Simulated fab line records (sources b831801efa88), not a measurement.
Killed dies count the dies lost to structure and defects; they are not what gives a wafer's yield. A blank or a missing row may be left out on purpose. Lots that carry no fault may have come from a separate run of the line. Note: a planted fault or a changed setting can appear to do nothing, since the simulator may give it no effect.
Shared-tool check    flow sky130    13 lots and 39 wafers in the sample

WHY IT WAS OPENED
At SKY_RES_XHIGH_TW_MEAS_09 the reading RES_XHIGH_TW is flagged on 1 of 13 lots. Fault-free wafers read 1650, with a standard deviation of 23.
Rule: a lot is flagged when every wafer of it that has a number lies more than 4 standard deviations from that mean, or none has a number. The rest of the lots are taken to be sound.

lot   measured      on             RES_XHIGH_TW, wafer by wafer  flag
L145  day 26 22:41  film metro-04  1680 1678 1673                
L147  day 27 20:31  film metro-04  1664 1663 1665                
L148  day 28 11:52  film metro-01  1619 1624 1610                
L150  day 28 15:11  film metro-04  1669 1672 1666                
L149  day 28 21:01  film metro-03  30 31 30                      FLAGGED
L151  day 29 04:18  film metro-04  1658 1667 1658                
L152  day 29 14:39  film metro-01  1625 1629 1618                
L157  day 31 06:09  film metro-03  1672 1664 1674                
L160  day 32 12:38  film metro-01  1630 1628 1627                
L165  day 33 12:55  film metro-01  1621 1612 1616                
L164  day 33 16:09  film metro-03  1667 1667 1669                
L167  day 34 07:15  film metro-01  1609 1608 1618                
L168  day 34 08:58  film metro-03  1662 1666 1674                
The mean of the flagged lots' numbers is 30, -1620 from the usual (-70 standard deviations).

TOOL THAT RAN EACH LOT
2 process steps preceding the reading are held in the record, out of 708 steps in the route. Cell contents, in order: the tool; ch with the chambers the sampled wafers went through; the start.
lot   flag     SKY_POLY_CUT_ETCH_10                SKY_RES_XHIGH_EXPOSE_04
L145           rie diel-01 ch 0,2,3, day 24 11:07  iline stepper-02 ch 0, day 26 08:05
L147           rie diel-01 ch 0,2,3, day 25 08:38  iline stepper-01 ch 0, day 27 06:10
L148           rie diel-01 ch 0,2, day 25 23:38    iline stepper-01 ch 0, day 27 21:28
L150           rie diel-01 ch 0,2, day 26 04:47    iline stepper-01 ch 0, day 28 00:34
L149  FLAGGED  rie diel-03 ch 0,2,3, day 26 09:52  iline stepper-02 ch 0, day 28 06:45
L151           rie diel-04 ch 0,1,3, day 26 18:07  iline stepper-02 ch 0, day 28 13:43
L152           rie diel-01 ch 1,2, day 27 04:14    iline stepper-02 ch 0, day 29 00:22
L157           rie diel-03 ch 1,2,3, day 28 21:37  iline stepper-01 ch 0, day 30 15:57
L160           rie diel-04 ch 0,1,3, day 30 03:50  iline stepper-02 ch 0, day 31 22:22
L165           rie diel-03 ch 0,1, day 31 04:01    iline stepper-01 ch 0, day 32 22:58
L164           rie diel-03 ch 0,1,2, day 31 07:26  iline stepper-02 ch 0, day 33 02:09
L167           rie diel-01 ch 0,2,3, day 31 23:02  iline stepper-02 ch 0, day 33 17:40
L168           rie diel-03 ch 1,2,3, day 32 00:56  iline stepper-01 ch 0, day 33 19:03
What is done by these steps:
- SKY_POLY_CUT_ETCH_10: etches BARC in N2/H2, stops on SiO2, time 45.9 s, target depth 60 nm.
- SKY_RES_XHIGH_EXPOSE_04: exposes mask URPM, target cd 1270 nm.
- SKY_RES_XHIGH_TW_MEAS_09

FLAGGED OVER TOTAL, TOOL BY TOOL (the gauges that took the reading come last)
step                      tool              lots run  flagged  share of the flagged lots  sound lots run after its first flagged lot
SKY_POLY_CUT_ETCH_10      rie diel-01       6         0        none                       -
SKY_POLY_CUT_ETCH_10      rie diel-03       5         1        all                        4 (L157,L165,L164,L168)
SKY_POLY_CUT_ETCH_10      rie diel-04       2         0        none                       -
SKY_RES_XHIGH_EXPOSE_04   iline stepper-01  6         0        none                       -
SKY_RES_XHIGH_EXPOSE_04   iline stepper-02  7         1        all                        5 (L151,L152,L160,L164,L167)
SKY_RES_XHIGH_TW_MEAS_09  film metro-01     5         0        none                       -
SKY_RES_XHIGH_TW_MEAS_09  film metro-03     4         1        all                        3 (L157,L164,L168)
SKY_RES_XHIGH_TW_MEAS_09  film metro-04     4         0        none                       -

WHAT IS ALLOWED BY THE TABLE
Rows of the table that ran every flagged lot, 3 in all: rie diel-03 at SKY_POLY_CUT_ETCH_10, iline stepper-02 at SKY_RES_XHIGH_EXPOSE_04, film metro-03 at SKY_RES_XHIGH_TW_MEAS_09.
- rie diel-03 at SKY_POLY_CUT_ETCH_10: 1 of its 5 lots flagged. Sound lots ran on it after the first flagged one (L157, L165, L164, L168), which a lasting fault on the whole tool wouldn't allow.
- iline stepper-02 at SKY_RES_XHIGH_EXPOSE_04: 1 of its 7 lots flagged. Sound lots ran on it after the first flagged one (L151, L152, L160, L164, L167), which a lasting fault on the whole tool wouldn't allow.
- film metro-03 at SKY_RES_XHIGH_TW_MEAS_09: 1 of its 4 lots flagged. Sound lots ran on it after the first flagged one (L157, L164, L168), which a lasting fault on the whole tool wouldn't allow.
Every row of the table either missed a flagged lot or ran a sound lot after the first.

WHAT THE SIMULATOR HAD INSERTED
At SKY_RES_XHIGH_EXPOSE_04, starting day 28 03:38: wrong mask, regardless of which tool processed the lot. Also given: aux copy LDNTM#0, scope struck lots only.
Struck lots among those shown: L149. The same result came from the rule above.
